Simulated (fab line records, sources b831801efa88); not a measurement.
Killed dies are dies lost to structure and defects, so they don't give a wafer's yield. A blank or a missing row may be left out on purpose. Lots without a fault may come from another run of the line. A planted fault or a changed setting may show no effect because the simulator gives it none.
fab line records | flow gf180mcu
record lots=13 wafers=39 last_day=34
route steps=602 shown HV_LDD@180 NSD@247 CONTACT@313 V1@339
lots that met no fault: from a run of the same line without faults
start_h: hours from the record's first day to the start of the lot's first wafer shown | wait_h: hours since the lot's step before | " the same as in the row above | L1.1+2: a row that stands for several wafers | - no value, or no start given | * or withheld: withheld | < > ~ a bound
route shown NAME@n: a module of which the file shows steps, and the number in the route of the first | usual: mean/standard deviation of fault-free wafers | same: alike in all rows | chamber/n: place in a boat | sites: the reading at each site | _std_site: their standard deviation | _edge_site: outer sites' mean less inner sites' | radius_mm: how far each site lies from the wafer's centre | mask NAME#n: copy n | behind: the tool/chamber that last shaped the wafer | hold: why the lot was held/for how many hours/how that ended | device: the transistor (n, p or np) that didn't switch | end of line: the same wafers' tests at the end of the route | a step without rows: its recipe alone | killed: dies lost to structure and defects at the first sort, not the wafer's yield | map: a wafer's dies, x killed, . not, _ none there
set.NAME: the setting as run; set.NAME@STEP: as run at that earlier step | model.NAME: the simulator's own value behind a step, which no gauge read
steps of the route over a sample of lots; a table a step, a row a wafer
services: from which hour (start_h, from the record's first day; less than 0 if before it) a tool's chamber was out of use, for how many hours, and why
## steps
# step GF_HV_LDD_EXPOSE_04
# recipe mask_id=Nplus_LV_AREA target_cd_nm=400 na=0.6 source_shape=conventional sigma_outer=0.6 dose_mj=142.9
# columns lot.wafer tool chamber start_h wait_h mask
L291.3+5+6 iline_stepper-01 0 209.74 - Nplus_LV_AREA#0
L292.3+4+5 iline_stepper-02 0 217.41 - Nplus_LV_AREA#0
L299.4+5+6 iline_stepper-01 0 266.95 - Nplus_LV_AREA_R1#0
L302.1+4+6 iline_stepper-02 0 287.23 - Nplus_LV_AREA#0
L304.1+3+4 iline_stepper-02 0 302.53 - Nplus_LV_AREA#0
L305.1+2+3 iline_stepper-01 0 311.37 - Nplus_LV_AREA#0
L307.2+3+5 iline_stepper-01 0 323.21 - Nplus_LV_AREA#0
L308.4+5+6 iline_stepper-01 0 332.21 - Nplus_LV_AREA#0
L309.2+3+6 iline_stepper-02 0 337.69 - Nplus_LV_AREA#0
L311.3+4+6 iline_stepper-01 0 354.44 - Nplus_LV_AREA#0
L312.3+4+5 iline_stepper-01 0 365.64 - Nplus_LV_AREA#0
L313.2+3+6 iline_stepper-02 0 367.52 - Nplus_LV_AREA#0
L314.2+4+6 iline_stepper-01 0 377.99 - Nplus_LV_AREA#0
# step GF_HV_LDD_CD_MEAS_07
# recipe target_cd_nm=400
# usual cd_nm=400.5/2.1
# columns lot.wafer tool chamber start_h wait_h cd_nm
L291.3 cd_sem-02 - 218.23 0.1 397.3
L291.5 " - " " 396.3
L291.6 " - " " 396.8
L292.3 cd_sem-02 - 226.53 0.1 399.9
L292.4 " - " " 399.4
L292.5 " - " " 402.9
L299.4 cd_sem-02 - 276.56 0.1 321.1
L299.5 " - " " 321.7
L299.6 " - " " 321.8
L302.1 cd_sem-02 - 296.84 0.1 403.6
L302.4 " - " " 399.7
L302.6 " - " " 400.3
L304.1 cd_sem-01 - 312.29 0.1 400.7
L304.3 " - " " 399.4
L304.4 " - " " 398.8
L305.1 cd_sem-01 - 321.54 0.1 399.6
L305.2 " - " " 400.0
L305.3 " - " " 402.0
L307.2 cd_sem-02 - 333.11 0.1 400.5
L307.3 " - " " 400.0
L307.5 " - " " 397.6
L308.4 cd_sem-01 - 343.20 0.1 398.3
L308.5 " - " " 400.9
L308.6 " - " " 398.2
L309.2 cd_sem-02 - 348.86 0.1 399.8
L309.3 " - " " 396.8
L309.6 " - " " 399.4
L311.3 cd_sem-01 - 365.43 0.1 402.3
L311.4 " - " " 400.7
L311.6 " - " " 399.6
L312.3 cd_sem-01 - 376.39 0.1 398.9
L312.4 " - " " 398.9
L312.5 " - " " 398.3
L313.2 cd_sem-01 - 378.16 0.1 407.2
L313.3 " - " " 404.5
L313.6 " - " " 407.5
L314.2 cd_sem-01 - 389.12 0.1 400.7
L314.4 " - " " 398.9
L314.6 " - " " 401.4
# step GF_NSD_TW_MEAS_12
# usual NSD_TW=4238/43
# columns lot.wafer tool chamber start_h wait_h NSD_TW
L291.3 film_metro-03 - 298.33 0.1 4323
L291.5 " - " " 4308
L291.6 " - " " 4301
L292.3 film_metro-03 - 307.60 0.1 4318
L292.4 " - " " 4289
L292.5 " - " " 4268
L299.4 film_metro-02 - 362.79 0.1 4238
L299.5 " - " " 4224
L299.6 " - " " 4215
L302.1 film_metro-01 - 386.78 0.1 4185
L302.4 " - " " 4176
L302.6 " - " " 4172
L304.1 film_metro-03 - 405.45 0.1 4308
L304.3 " - " " 4297
L304.4 " - " " 4297
L305.1 film_metro-02 - 413.35 0.1 4239
L305.2 " - " " 4242
L305.3 " - " " 4237
L307.2 film_metro-03 - 428.24 0.1 4274
L307.3 " - " " 4260
L307.5 " - " " 4272
L308.4 film_metro-03 - 438.06 0.1 4318
L308.5 " - " " 4312
L308.6 " - " " 4314
L309.2 film_metro-01 - 445.91 0.1 4177
L309.3 " - " " 4169
L309.6 " - " " 4203
L311.3 film_metro-02 - 464.07 0.1 4208
L311.4 " - " " 4232
L311.6 " - " " 4239
L312.3 film_metro-01 - 474.87 0.1 4236
L312.4 " - " " 4223
L312.5 " - " " 4210
L313.2 film_metro-01 - 476.31 0.1 4203
L313.3 " - " " 4204
L313.6 " - " " 4221
L314.2 film_metro-01 - 487.99 0.1 4203
L314.4 " - " " 4227
L314.6 " - " " 4205
# step GF_CONTACT_THK_MEAS_26
# recipe thk_meas_gauge=xrf reads=W_of_CONTACT_CVD_24
# usual CONTACT_W_THK=300/4.7
# columns lot.wafer tool chamber start_h wait_h CONTACT_W_THK[nm]
L291.3 film_metro-02 - 364.94 0.1 298
L291.5 " - " " 308
L291.6 " - " " 301
L292.3 film_metro-04 - 375.99 0.1 303
L292.4 " - " " 294
L292.5 " - " " 304
L299.4 film_metro-01 - 434.51 0.1 300
L299.5 " - " " 308
L299.6 " - " " 300
L302.1 film_metro-01 - 460.73 0.1 297
L302.4 " - " " 297
L302.6 " - " " 295
L304.1 film_metro-01 - 480.62 0.1 297
L304.3 " - " " 296
L304.4 " - " " 297
L305.1 film_metro-04 - 487.63 0.1 298
L305.2 " - " " 297
L305.3 " - " " 297
L307.2 film_metro-04 - 504.49 0.1 293
L307.3 " - " " 293
L307.5 " - " " 292
L308.4 film_metro-01 - 512.70 0.1 293
L308.5 " - " " 297
L308.6 " - " " 292
L309.2 film_metro-01 - 519.95 0.1 298
L309.3 " - " " 308
L309.6 " - " " 309
L311.3 film_metro-01 - 538.67 0.1 299
L311.4 " - " " 305
L311.6 " - " " 300
L312.3 film_metro-02 - 547.61 0.1 304
L312.4 " - " " 305
L312.5 " - " " 304
L313.2 film_metro-02 - 550.03 0.1 303
L313.3 " - " " 301
L313.6 " - " " 300
L314.2 film_metro-02 - 559.10 0.1 302
L314.4 " - " " 309
L314.6 " - " " 304
# step GF_V1_CMP_04
# recipe material=SiO2 down_force_psi=4 platen_rpm=60 pad_velocity_m_s=0.94248
# usual motor_current_A=12.3/1.4 time_to_endpoint_s=76/6.4
# columns lot.wafer tool chamber start_h wait_h motor_current_A time_to_endpoint_s
L291.3 cmp-02 0 388.40 0.1 10.5 63
L291.6 " 2 " " 11.9 61
L291.5 " 3 " " 14.0 87
L292.3 cmp-01 0 400.58 0.1 11.5 82
L292.4 " 1 " " 13.6 86
L292.5 " 3 " " 10.9 83
L299.4 cmp-01 3 460.37 0.0 10.8 72
L299.5 " 3 " " 11.3 78
L299.6 " 0 " " 11.2 81
L302.1 cmp-01 3 486.77 0.1 11.1 75
L302.4 " 0 " " 11.2 88
L302.6 " 2 " " 13.6 86
L304.1 cmp-02 1 505.63 0.1 15.4 85
L304.3 " 2 " " 11.9 63
L304.4 " 0 " " 10.1 77
L305.2 cmp-01 2 512.80 0.1 14.0 80
L305.1 " 3 " " 10.7 64
L305.3 " 0 " " 11.3 83
L307.2 cmp-01 1 529.41 0.1 11.9 74
L307.3 " 2 " " 13.9 74
L307.5 " 3 " " 10.5 75
L308.4 cmp-01 1 537.52 0.1 12.8 67
L308.5 " 3 " " 11.4 87
L308.6 " 0 " " 11.4 77
L309.3 cmp-02 3 544.81 0.1 13.4 73
L309.2 " 1 " " 15.7 71
L309.6 " 3 " " 13.3 81
L311.4 cmp-02 2 562.68 0.1 12.6 76
L311.3 " 3 " " 12.9 80
L311.6 " 1 " " 15.0 81
L312.4 cmp-01 0 571.06 0.0 10.8 77
L312.3 " 2 " " 13.8 74
L312.5 " 1 " " 12.6 82
L313.3 cmp-01 0 573.93 0.1 11.0 73
L313.2 " 2 " " 13.7 70
L313.6 " 3 " " 11.2 81
L314.2 cmp-01 2 582.45 0.1 13.3 70
L314.4 " 3 " " 11.2 77
L314.6 " 1 " " 12.7 74
## services
# columns tool chamber start_h hours kind
iline_stepper-02 - 193.19 1.7 pm
cmp-01 - 217.04 0.2 repair
cmp-01 - 224.82 6.0 pm
cmp-02 - 232.00 4.0 pm
cmp-01 - 240.32 3.8 repair
iline_stepper-01 - 245.55 4.7 repair
cmp-02 - 255.55 4.3 pm
iline_stepper-01 - 275.00 1.7 pm
cmp-02 - 292.09 1.3 repair
cmp-01 - 300.37 6.0 pm
iline_stepper-01 - 407.53 2.1 pm
cmp-01 - 408.77 4.0 pm
iline_stepper-02 - 411.37 1.7 pm
iline_stepper-01 - 493.24 1.7 pm
cmp-01 - 502.91 4.5 repair
iline_stepper-01 - 516.77 2.7 repair
cmp-01 - 525.64 3.5 repair
cmp-01 - 529.94 1.2 repair
cmp-01 - 538.97 9.6 repair
iline_stepper-01 - 547.17 0.9 repair
cmp-01 - 551.40 1.7 repair
cmp-01 - 559.81 1.0 repair
iline_stepper-01 - 564.50 21.6 repair
cmp-01 - 568.30 0.8 repair
## key
first_sign step=GF_HV_LDD_EXPOSE_04 reading=mask direction=changed
effect step=GF_HV_LDD_CD_MEAS_07 reading=cd_nm direction=down sigmas=38 usual=400.5 struck=321.6
met_at GF_HV_LDD_EXPOSE_04
struck_lots L299
tester_left_out L299
not_acting_at GF_NSD_TW_MEAS_12,GF_CONTACT_THK_MEAS_26,GF_V1_CMP_04
onset_between 209.74 266.95
fault kind=wrong_mask tool=any chamber=- onset_h=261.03 steps=GF_HV_LDD_EXPOSE_04 aux_copy=Nplus_LV_AREA_R1#0 cd_offset_nm=-80 scope=struck_lots_only
# tester_left_out: of these lots the tester's yield and bins aren't shown, on N5 and GAA mostly nor the transistor test; their killed dies are dies lost to structure and defects alone, not to doping, threshold or leakage, so they don't give the yield
